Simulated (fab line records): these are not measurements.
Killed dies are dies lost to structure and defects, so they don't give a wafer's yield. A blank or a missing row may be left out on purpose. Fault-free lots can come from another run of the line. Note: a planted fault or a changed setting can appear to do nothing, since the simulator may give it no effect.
Problem report in the 8D (eight disciplines) form, filled by code + flow gf180mcu + the parts of the form that need people (team, actions taken, sign-off) are left out

## 1. WHAT WENT WRONG
Wafers free of any fault read 0.382 ohm/sq (standard deviation 0.0044) for CONTACT_W_RS at GF_CONTACT_RS_MEAS_25, against a mean of 0.355 ohm/sq on 3 wafers of 2 lots. Relative to the usual mean, that is a shift of -6.1 standard deviations.
The step: measures by four-point-probe.
First observed at day 20 09:45: wafer L357.1, on film_metro-04. The record holds 39 wafers of 13 lots with a number at this step. Rule for "out" (also "out of limits"): further than 4 standard deviations from the usual mean. The rest of the wafers with a number are treated as sound.

## 2. WHAT IT IS; WHAT IT IS NOT
| question                    | is                           | is not                                                                                 |
|-----------------------------|------------------------------|----------------------------------------------------------------------------------------|
| which readings at this step | CONTACT_W_RS                 | -                                                                                      |
| which lots                  | L357, L358                   | L346, L347, L349, L350, L351, L352, L353, L354, L367, L368, L369                       |
| which wafers of those lots  | L357.1, L358.4, L358.5       | L357.2, L357.3, L358.1                                                                 |
| read on which gauges        | film_metro-01, film_metro-04 | film_metro-02                                                                          |
| when                        | from day 20 09:45            | up to then (26 sound wafers); but 10 sound wafers of L358, L367, L368, L369 came after |

## 3. THE SUSPECTS, EACH WITH WHAT RULES IT OUT
Counting: a tool at a process step up to the reading stays a suspect if it ran every lot that is out. Sound lots after the first of them don't rule it out here, since some wafers of a struck lot are sound.
- the gauge at GF_CONTACT_RS_MEAS_25 has been ruled out. 2 gauges (film_metro-01, film_metro-04) read the wafers that are out.
- cvd_w-02 at GF_CONTACT_CVD_24 (deposits W, target thk 300 nm, time 90.339 s): kept. Every lot that is out went through it, the first being L357 (day 20 09:39); the last sound lot it ran before that was L354 (day 18 23:28). Its own readings are out on those wafers: chamber_pressure_Torr.
- At GF_CONTACT_CVD_24 on cvd_w-02, chamber 1 took the sound wafers of the same lots and chamber 0 took the wafers that are out.
Left after counting: cvd_w-02 at GF_CONTACT_CVD_24.

## 4. THE CAUSE (what the simulator had put in)
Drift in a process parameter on cvd_w-02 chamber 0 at GF_CONTACT_CVD_24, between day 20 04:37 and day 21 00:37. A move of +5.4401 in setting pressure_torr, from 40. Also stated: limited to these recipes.
This tool alone remained once counting was done.

## 5. SEQUENCE OF EFFECTS, ordered by route
Each row: a reading where the mean over the struck wafers with a number is more than 3 standard deviations away from the usual. Readings are gone through only where the record gives a usual standard deviation; hours: the median, over the lots, of the time from a lot's start at the first step in this table giving one to that lot's start at this step; sigmas: the change measured in usual standard deviations.
| hours | step                   | reading               | usual        | on struck wafers | change | sigmas |
|-------|------------------------|-----------------------|--------------|------------------|--------|--------|
| 0     | GF_CONTACT_CVD_24      | chamber_pressure_Torr | 40.01 Torr   | 45.40            | +5.39  | +65    |
| 0     | GF_CONTACT_RS_MEAS_25  | CONTACT_W_RS          | 0.382 ohm/sq | 0.355            | -0.027 | -6.1   |
| 0     | GF_CONTACT_THK_MEAS_26 | CONTACT_W_THK         | 303 nm       | 329              | +26    | +5.6   |
It contains these process steps:
- GF_CONTACT_CVD_24: deposits W, target thk 300 nm, time 90.339 s.
At these later measuring or inspecting steps, every struck wafer for which the step has a row has a number for every such reading, and none has moved that far: GF_M1_RS_MEAS_05, GF_M1_THK_MEAS_06.

## 6. WHAT WOULD HAVE CAUGHT IT SOONER
In this record the first reading out of limits at a measuring or inspecting step was taken at day 20 09:45, 5 hours after the fault began at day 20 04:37.
Tool's own readings at GF_CONTACT_CVD_24, chamber_pressure_Torr: out on all struck wafers the step has rows for; an alarm limit on them would have tripped on the first.
Among the 2 lots that are out, L358 began GF_CONTACT_CVD_24 on cvd_w-02 after day 20 09:45. Had the tool been put on hold then, it would have been spared.
